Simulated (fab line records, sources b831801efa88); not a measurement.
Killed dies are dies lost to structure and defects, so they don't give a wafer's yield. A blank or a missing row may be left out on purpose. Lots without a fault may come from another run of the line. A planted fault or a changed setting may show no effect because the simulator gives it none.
One fault seen from 2 desks | flow sky130 | each desk has only its own numbers; what lay behind them comes last

THE METROLOGY DESK
What the gauges read, lot by lot, whatever tool the lot ran on: means of the sampled wafers that have a number. A lot is out of limits, marked OUT, if its mean lies more than 4 standard deviations from the usual mean; the brackets give that distance.
Columns: A = POLY_GATE_CVD_00_THK at SKY_POLY_GATE_THK_MEAS_01, usual 180.1 nm; B = POLY_GATE_OVL at SKY_POLY_GATE_OVL_MEAS_14, usual -2 nm; C = POLY_GATE_OXIDATION_THK at SKY_POLY_GATE_THK_MEAS_21, usual 4.05 nm; D = LDD_N_OVL at SKY_LDD_N_OVL_MEAS_07, usual -0.8 nm
lot  | first seen here | A     | B  | C              | D
L164 | day 13 22:46    | 178.0 | -5 | 4.07           | -0.8
L165 | day 14 08:26    | 177.1 | -4 | 4.27           | 0.4
L166 | day 15 00:44    | 180.7 | 1  | 4.08           | 0.3
L167 | day 15 07:57    | 181.2 | 1  | 4.04           | -1.4
L168 | day 15 07:58    | 180.6 | 7  | 3.98           | -3.3
L169 | day 15 16:36    | 182.0 | -4 | 4.18           | -1.7
L172 | day 17 01:07    | 180.7 | 1  | 3.96           | -1.3
L173 | day 17 01:07    | 183.8 | -3 | 4.17           | -1.9
L174 | day 18 03:21    | 176.4 | -4 | 3.96           | -1.2
L180 | day 19 22:52    | 180.5 | -1 | 6.37 (+26) OUT | 1.4
L181 | day 19 22:52    | 182.5 | -7 | 4.01           | -0.4
L186 | day 21 06:05    | 179.7 | 4  | 6.48 (+28) OUT | -1.7
This desk's finding: out of limits on L180, L186; first on L180, day 22 14:25 (POLY_GATE_OXIDATION_THK at SKY_POLY_GATE_THK_MEAS_21). In limits: L164, L165, L166, L167, L168, L169, L172, L173, L174, L181.

THE TOOL OWNER'S DESK: furnace-01
The tool's own readings at SKY_POLY_GATE_OXIDATION_20 (stabilise 600 s, purge 300 s, target thk 4 nm): means of the sampled wafers that have a number, for each lot that ran on this tool. A lot is out of limits, marked OUT, if its mean lies more than 4 standard deviations from the usual mean; the brackets give that distance. Of its 11 readings 7 are shown: the one that was out of limits first, and those that lie furthest out on some lot.
Columns: A = spike_tc_bottom_C at SKY_POLY_GATE_OXIDATION_20, usual 870 C; B = spike_tc_centre_C at SKY_POLY_GATE_OXIDATION_20, usual 850.5 C; C = spike_tc_lower_C at SKY_POLY_GATE_OXIDATION_20, usual 850.4 C; D = spike_tc_top_C at SKY_POLY_GATE_OXIDATION_20, usual 860 C; E = spike_tc_upper_C at SKY_POLY_GATE_OXIDATION_20, usual 850.5 C; F = tube_center_temp_C at SKY_POLY_GATE_OXIDATION_20, usual 850 C; G = tube_center_temp_C_max at SKY_POLY_GATE_OXIDATION_20, usual 852.2
lot  | first seen here | A              | B               | C               | D             | E               | F                     | G
L164 | day 16 13:58    | 865            | 851.1           | 851.0           | 857           | 852.2           | 850                   | 852.5
L165 | day 17 04:05    | 866            | 850.5           | 849.8           | 856           | 851.3           | 850                   | 852.6
L166 | day 17 16:31    | 866            | 849.8           | 851.9           | 858           | 850.8           | 850                   | 852.4
L167 | day 18 02:08    | 867            | 850.0           | 852.0           | 858           | 850.0           | 850                   | 852.2
L168 | day 18 02:08    | 866            | 851.3           | 850.6           | 857           | 850.1           | 850                   | 852.0
L169 | day 18 10:27    | 867            | 851.3           | 850.7           | 858           | 851.5           | 850                   | 852.0
L174 | day 20 16:11    | 866            | 850.2           | 851.7           | 856           | 851.2           | 850                   | 852.0
L180 | day 22 13:10    | 907 (+8.4) OUT | 890.4 (+36) OUT | 890.1 (+36) OUT | 896 (+10) OUT | 890.5 (+40) OUT | 890 (+99 or more) OUT | 891.7 (+99 or more) OUT
L186 | day 23 21:21    | 905 (+8.0) OUT | 890.3 (+36) OUT | 890.7 (+37) OUT | 897 (+11) OUT | 889.8 (+39) OUT | 890 (+99 or more) OUT | 891.8 (+99 or more) OUT
This desk's finding: out of limits on L180, L186; first on L180, day 22 13:10 (spike_tc_bottom_C at SKY_POLY_GATE_OXIDATION_20). In limits: L164, L165, L166, L167, L168, L169, L174.

PUT TOGETHER
The tool owner's desk could have raised an alarm at day 22 13:10, on L180, L186.
The metrology desk could have raised an alarm at day 22 14:25, on L180, L186.
Of the lots named, all ran SKY_POLY_GATE_OXIDATION_20 on furnace-01.

WHAT THE SIMULATOR HAD PUT IN
Process parameter drift: furnace-01, from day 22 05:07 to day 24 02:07, at SKY_POLY_GATE_OXIDATION_20. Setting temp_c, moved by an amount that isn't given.
Lots struck among those shown: L180, L186.
Hours from the fault's start to each desk's first reading out of limits: the tool owner's desk, 8; the metrology desk, 9.
